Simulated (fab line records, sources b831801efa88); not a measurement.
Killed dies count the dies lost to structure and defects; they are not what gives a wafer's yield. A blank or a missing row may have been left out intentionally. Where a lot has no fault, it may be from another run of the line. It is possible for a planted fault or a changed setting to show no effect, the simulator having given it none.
What tool caused it? :: flow gf180mcu :: 14 lots, 42 wafers sampled, at 4 steps of a route of 602

## WHAT THE GAUGES READ, wafer by wafer
GF_PASSIVATION_THK_MEAS_01. Usual: PASSIVATION_CVD_00_THK 996 nm, standard deviation 15.
lot: L630
measured: day 28 13:14
on: film-metro-02
PASSIVATION_CVD_00_THK (nm): 996 994 999
flag: 

lot: L632
measured: day 29 03:08
on: film-metro-01
PASSIVATION_CVD_00_THK (nm): 1000 996 997
flag: 

lot: L633
measured: day 29 10:44
on: film-metro-03
PASSIVATION_CVD_00_THK (nm): 953 981 985
flag: 

lot: L634
measured: day 29 12:23
on: film-metro-02
PASSIVATION_CVD_00_THK (nm): 993 963 974
flag: 

lot: L637
measured: day 30 11:56
on: film-metro-02
PASSIVATION_CVD_00_THK (nm): 988 986 1011
flag: 

lot: L638
measured: day 30 14:24
on: film-metro-03
PASSIVATION_CVD_00_THK (nm): 977 986 1004
flag: 

lot: L639
measured: day 30 19:34
on: film-metro-02
PASSIVATION_CVD_00_THK (nm): 994 963 1006
flag: 

lot: L641
measured: day 31 10:20
on: film-metro-01
PASSIVATION_CVD_00_THK (nm): 970 996 1000
flag: 

lot: L648
measured: day 33 03:22
on: film-metro-02
PASSIVATION_CVD_00_THK (nm): 1002 979 993
flag: 

lot: L649
measured: day 33 11:29
on: film-metro-01
PASSIVATION_CVD_00_THK (nm): 999 990 1011
flag: 

lot: L650
measured: day 33 18:34
on: film-metro-02
PASSIVATION_CVD_00_THK (nm): 989 1002 998
flag: 

lot: L651
measured: day 33 20:37
on: film-metro-02
PASSIVATION_CVD_00_THK (nm): 984 989 988
flag: 

lot: L652
measured: day 34 00:37
on: film-metro-03
PASSIVATION_CVD_00_THK (nm): 992 1009 1024
flag: 

lot: L653
measured: day 34 04:53
on: film-metro-01
PASSIVATION_CVD_00_THK (nm): 990 974 991
flag: 

## WHAT TOOL EACH LOT RAN ON (gives the tool, then ch and the chambers of the sampled wafers, and finally the start)
lot: L630
GF_POLY_GATE_OXIDATION_16: furnace-01 ch 0, day 9 17:29
GF_M5_ETCH_09: rie-diel-02 ch 0,2,3, day 26 17:58
GF_V5_CVD_02: pecvd-03 ch 1,2, day 26 18:44

lot: L632
GF_POLY_GATE_OXIDATION_16: furnace-02 ch 0, day 10 05:31
GF_M5_ETCH_09: rie-diel-04 ch 1,2,3, day 27 07:19
GF_V5_CVD_02: pecvd-02 ch 1,2, day 27 08:07

lot: L633
GF_POLY_GATE_OXIDATION_16: furnace-02 ch 0, day 10 16:45
GF_M5_ETCH_09: rie-diel-02 ch 1,2,3, day 27 15:31
GF_V5_CVD_02: pecvd-03 ch 1,2, day 27 16:18

lot: L634
GF_POLY_GATE_OXIDATION_16: furnace-02 ch 0, day 10 16:45
GF_M5_ETCH_09: rie-diel-01 ch 0,1,3, day 27 16:58
GF_V5_CVD_02: pecvd-04 ch 0,1, day 27 17:45

lot: L637
GF_POLY_GATE_OXIDATION_16: furnace-02 ch 0, day 11 16:29
GF_M5_ETCH_09: rie-diel-02 ch 0,2,3, day 28 18:55
GF_V5_CVD_02: pecvd-04 ch 1,2, day 28 19:43

lot: L638
GF_POLY_GATE_OXIDATION_16: furnace-02 ch 0, day 11 16:29
GF_M5_ETCH_09: rie-diel-04 ch 2,3, day 28 21:20
GF_V5_CVD_02: pecvd-04 ch 0,1,2, day 28 22:06

lot: L639
GF_POLY_GATE_OXIDATION_16: furnace-02 ch 0, day 12 01:31
GF_M5_ETCH_09: rie-diel-02 ch 0,2, day 29 02:55
GF_V5_CVD_02: pecvd-02 ch 1,2, day 29 03:43

lot: L641
GF_POLY_GATE_OXIDATION_16: furnace-02 ch 0, day 12 16:35
GF_M5_ETCH_09: rie-diel-02 ch 1,2,3, day 29 18:26
GF_V5_CVD_02: pecvd-03 ch 0,1, day 29 19:19

lot: L648
GF_POLY_GATE_OXIDATION_16: furnace-01 ch 0, day 14 14:57
GF_M5_ETCH_09: rie-diel-04 ch 0,1,2, day 31 14:34
GF_V5_CVD_02: pecvd-03 ch 0,2, day 31 15:23

lot: L649
GF_POLY_GATE_OXIDATION_16: furnace-02 ch 0, day 15 04:56
GF_M5_ETCH_09: rie-diel-04 ch 0,1,3, day 31 22:53
GF_V5_CVD_02: pecvd-02 ch 0,1,2, day 31 23:40

lot: L650
GF_POLY_GATE_OXIDATION_16: furnace-02 ch 0, day 15 10:16
GF_M5_ETCH_09: rie-diel-02 ch 1,2, day 32 06:32
GF_V5_CVD_02: pecvd-04 ch 0,1,2, day 32 07:26

lot: L651
GF_POLY_GATE_OXIDATION_16: furnace-02 ch 0, day 15 10:16
GF_M5_ETCH_09: rie-diel-04 ch 0,1,3, day 32 07:32
GF_V5_CVD_02: pecvd-03 ch 0,1,2, day 32 08:20

lot: L652
GF_POLY_GATE_OXIDATION_16: furnace-01 ch 0, day 15 17:29
GF_M5_ETCH_09: rie-diel-04 ch 1,2, day 32 12:43
GF_V5_CVD_02: pecvd-02 ch 0,1, day 32 13:29

lot: L653
GF_POLY_GATE_OXIDATION_16: furnace-02 ch 0, day 16 02:17
GF_M5_ETCH_09: rie-diel-04 ch 0,2, day 32 19:16
GF_V5_CVD_02: pecvd-04 ch 0,1,2, day 32 20:03
- GF_POLY_GATE_OXIDATION_16: stabilise 600 s, purge 300 s, target thk 4 nm.
- GF_M5_ETCH_09: etches Si3N4 in CF4/O2, target depth 52 nm, time 11.6 s.
- GF_V5_CVD_02: deposits SiO2 from TEOS, target thk 1450 nm, time 163.28 s.

## WHAT THE TOOLS THEMSELVES READ (means of the sampled wafers that have a number; where no wafer has one, the mark that the record gives instead)
GF_POLY_GATE_OXIDATION_16. Usual: tube-center-temp-C 849.99 C, standard deviation 0.083; zone-power-centre-pct 16.8 %, standard deviation 0.62.
lot: L630
tool: furnace-01
tube-center-temp-C (C): 849.93
zone-power-centre-pct (%): 17.8
flag: 

lot: L632
tool: furnace-02
tube-center-temp-C (C): 849.96
zone-power-centre-pct (%): 16.6
flag: 

lot: L633
tool: furnace-02
tube-center-temp-C (C): 850.02
zone-power-centre-pct (%): 16.3
flag: 

lot: L634
tool: furnace-02
tube-center-temp-C (C): 850.06
zone-power-centre-pct (%): 16.5
flag: 

lot: L637
tool: furnace-02
tube-center-temp-C (C): 849.91
zone-power-centre-pct (%): 16.4
flag: 

lot: L638
tool: furnace-02
tube-center-temp-C (C): 850.00
zone-power-centre-pct (%): 16.4
flag: 

lot: L639
tool: furnace-02
tube-center-temp-C (C): 849.99
zone-power-centre-pct (%): 16.4
flag: 

lot: L641
tool: furnace-02
tube-center-temp-C (C): 849.99
zone-power-centre-pct (%): 16.6
flag: 

lot: L648
tool: furnace-01
tube-center-temp-C (C): 849.95
zone-power-centre-pct (%): 17.8
flag: 

lot: L649
tool: furnace-02
tube-center-temp-C (C): 849.93
zone-power-centre-pct (%): 16.5
flag: 

lot: L650
tool: furnace-02
tube-center-temp-C (C): 849.92
zone-power-centre-pct (%): 16.6
flag: 

lot: L651
tool: furnace-02
tube-center-temp-C (C): 850.08
zone-power-centre-pct (%): 16.5
flag: 

lot: L652
tool: furnace-01
tube-center-temp-C (C): 850.05
zone-power-centre-pct (%): 17.7
flag: 

lot: L653
tool: furnace-02
tube-center-temp-C (C): 850.00
zone-power-centre-pct (%): 16.3
flag: 

GF_M5_ETCH_09. Usual: drypump-motor-current-A 5.9 A, standard deviation 0.46; oes-product-au 0.991 a.u., standard deviation 0.016; throttle-valve-pct 5.967 %, standard deviation 0.01.
lot: L630
tool: rie-diel-02
drypump-motor-current-A (A): 5.9
oes-product-au (a.u.): 1.005
throttle-valve-pct (%): 5.973
flag: 

lot: L632
tool: rie-diel-04
drypump-motor-current-A (A): 6.1
oes-product-au (a.u.): 0.988
throttle-valve-pct (%): 5.968
flag: 

lot: L633
tool: rie-diel-02
drypump-motor-current-A (A): 6.0
oes-product-au (a.u.): 0.989
throttle-valve-pct (%): 5.957
flag: 

lot: L634
tool: rie-diel-01
drypump-motor-current-A (A): 5.8
oes-product-au (a.u.): 0.993
throttle-valve-pct (%): 5.972
flag: 

lot: L637
tool: rie-diel-02
drypump-motor-current-A (A): 5.9
oes-product-au (a.u.): 0.999
throttle-valve-pct (%): 5.966
flag: 

lot: L638
tool: rie-diel-04
drypump-motor-current-A (A): 6.1
oes-product-au (a.u.): 0.996
throttle-valve-pct (%): 5.969
flag: 

lot: L639
tool: rie-diel-02
drypump-motor-current-A (A): 6.1
oes-product-au (a.u.): 1.014
throttle-valve-pct (%): 5.970
flag: 

lot: L641
tool: rie-diel-02
drypump-motor-current-A (A): 6.0
oes-product-au (a.u.): 0.993
throttle-valve-pct (%): 5.968
flag: 

lot: L648
tool: rie-diel-04
drypump-motor-current-A (A): 5.9
oes-product-au (a.u.): 0.978
throttle-valve-pct (%): 5.958
flag: 

lot: L649
tool: rie-diel-04
drypump-motor-current-A (A): 5.6
oes-product-au (a.u.): 0.979
throttle-valve-pct (%): 5.958
flag: 

lot: L650
tool: rie-diel-02
drypump-motor-current-A (A): 6.4
oes-product-au (a.u.): 1.000
throttle-valve-pct (%): 5.969
flag: 

lot: L651
tool: rie-diel-04
drypump-motor-current-A (A): 5.7
oes-product-au (a.u.): 0.981
throttle-valve-pct (%): 5.960
flag: 

lot: L652
tool: rie-diel-04
drypump-motor-current-A (A): 6.3
oes-product-au (a.u.): 0.978
throttle-valve-pct (%): 5.962
flag: 

lot: L653
tool: rie-diel-04
drypump-motor-current-A (A): 5.6
oes-product-au (a.u.): 0.965
throttle-valve-pct (%): 5.958
flag: 

GF_V5_CVD_02. Usual: heater-power-w at 654 W, with a standard deviation of 95.
lot: L630
tool: pecvd-03
heater-power-w (W): 671
flag: 

lot: L632
tool: pecvd-02
heater-power-w (W): 651
flag: 

lot: L633
tool: pecvd-03
heater-power-w (W): 683
flag: 

lot: L634
tool: pecvd-04
heater-power-w (W): 636
flag: 

lot: L637
tool: pecvd-04
heater-power-w (W): 644
flag: 

lot: L638
tool: pecvd-04
heater-power-w (W): 664
flag: 

lot: L639
tool: pecvd-02
heater-power-w (W): 716
flag: 

lot: L641
tool: pecvd-03
heater-power-w (W): 688
flag: 

lot: L648
tool: pecvd-03
heater-power-w (W): 613
flag: 

lot: L649
tool: pecvd-02
heater-power-w (W): 689
flag: 

lot: L650
tool: pecvd-04
heater-power-w (W): 652
flag: 

lot: L651
tool: pecvd-03
heater-power-w (W): 675
flag: 

lot: L652
tool: pecvd-02
heater-power-w (W): 682
flag: 

lot: L653
tool: pecvd-04
heater-power-w (W): 632
flag: 

## THE ANSWER, worked out from the rows above alone
Rule: take the mean of a lot's wafers that have a number; if it is more than 3 standard deviations from the usual mean, the lot is off. Also off: a lot with no number at a reading for which 4 or more lots have one. Any other lot the step has rows for is counted as sound. Order of review: gauges by route order, followed by the tools' own readings, for which a lot's mean as printed above is used. At the first step where some lot is off, the reading lying furthest off is the one used; lots without a number count as furthest.
None of the lots is off at any reading shown; this tells nothing.

## WHAT HAD BEEN PUT IN BY THE SIMULATOR
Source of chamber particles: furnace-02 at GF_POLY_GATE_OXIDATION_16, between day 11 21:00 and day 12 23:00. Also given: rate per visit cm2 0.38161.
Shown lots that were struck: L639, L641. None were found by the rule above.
